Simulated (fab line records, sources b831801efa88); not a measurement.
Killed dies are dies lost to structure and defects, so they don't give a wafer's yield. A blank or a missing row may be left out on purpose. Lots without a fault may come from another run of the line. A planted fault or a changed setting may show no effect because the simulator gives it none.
Problem report in the 8D (eight disciplines) form, filled by code | flow sky130 | the parts of the form that need people (team, actions taken, sign-off) are left out

1. THE PROBLEM
VT_ADJUST_HVTR_OVL at SKY_VT_ADJUST_HVTR_OVL_MEAS_08 reads a mean of -156.8 nm on 9 wafers of 3 lots; wafers without a fault read -0.3 nm with a standard deviation of 1.5. That is -99 or more standard deviations from the usual mean.
First seen on wafer L645.1, day 12 17:44, on overlay-02. The record holds 36 wafers of 12 lots with a number at this step. Rule for "out", or "out of limits": more than 4 standard deviations from the usual mean. The other wafers with a number count as sound.

2. WHAT IT IS AND WHAT IT IS NOT
question                    | is                     | is not
which readings at this step | VT_ADJUST_HVTR_OVL     | -
which lots                  | L645, L646, L647       | L636, L637, L638, L639, L640, L650, L651, L654, L656
which wafers of those lots  | all that have a number | -
read on which gauges        | overlay-02             | overlay-01
when                        | from day 12 17:44      | up to then (15 sound wafers); but 12 sound wafers of L650, L651, L654, L656 came after

3. SUSPECTS, AND WHAT RULES EACH OUT
Counting: a tool at a process step up to the reading stays a suspect if it ran every lot that is out and no sound lot after the first of them.
- the gauge at SKY_VT_ADJUST_HVTR_OVL_MEAS_08: kept. All the wafers that are out were read on overlay-02, and no step on other tools shows them out.
- rtp_anneal-02 at SKY_NWELL_RTA_28 (time 30 s): ruled out as a lasting fault. Sound lots L651, L656 ran on it after its first lot that is out, L645 (day 7 21:08).
- iline_stepper-02 at SKY_VT_ADJUST_HVTR_EXPOSE_04 (exposes mask HVTRM, target cd 380 nm): kept. It ran every lot that is out, first L645 (day 12 05:35), and no sound lot after that; its last sound lot up to then is L639 (day 10 07:43).
Left after counting: iline_stepper-02 at SKY_VT_ADJUST_HVTR_EXPOSE_04, overlay-02 at SKY_VT_ADJUST_HVTR_OVL_MEAS_08.

4. THE CAUSE (what the simulator had put in)
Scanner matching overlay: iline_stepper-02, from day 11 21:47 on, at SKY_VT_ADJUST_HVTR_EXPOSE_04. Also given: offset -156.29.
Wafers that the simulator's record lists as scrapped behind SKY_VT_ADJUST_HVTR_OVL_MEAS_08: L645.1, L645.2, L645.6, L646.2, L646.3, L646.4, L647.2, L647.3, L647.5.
Counting left 2 suspects, and this tool is among them.

5. THE CHAIN OF EFFECTS, in route order
Each row: a reading whose mean over the struck wafers that have a number lies more than 3 standard deviations from the usual. Only readings for which the record gives a usual standard deviation are gone through. hours: the time from each lot's start at the first step in this table that gives one to its start at this step, as a median over the lots. sigmas: the change in usual standard deviations.
hours | step                           | reading            | usual   | on struck wafers | change | sigmas
0     | SKY_VT_ADJUST_HVTR_OVL_MEAS_08 | VT_ADJUST_HVTR_OVL | -0.3 nm | -156.8           | -156.5 | -99 or more

6. WHAT WOULD HAVE CAUGHT IT SOONER
In this record the first reading out of limits at a measuring or inspecting step was taken at day 12 17:44, 20 hours after the fault began at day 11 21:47.
Of the lots that are out (3), L647 began SKY_VT_ADJUST_HVTR_EXPOSE_04 on iline_stepper-02 after day 12 17:44. A hold on the tool at that time would have spared it.
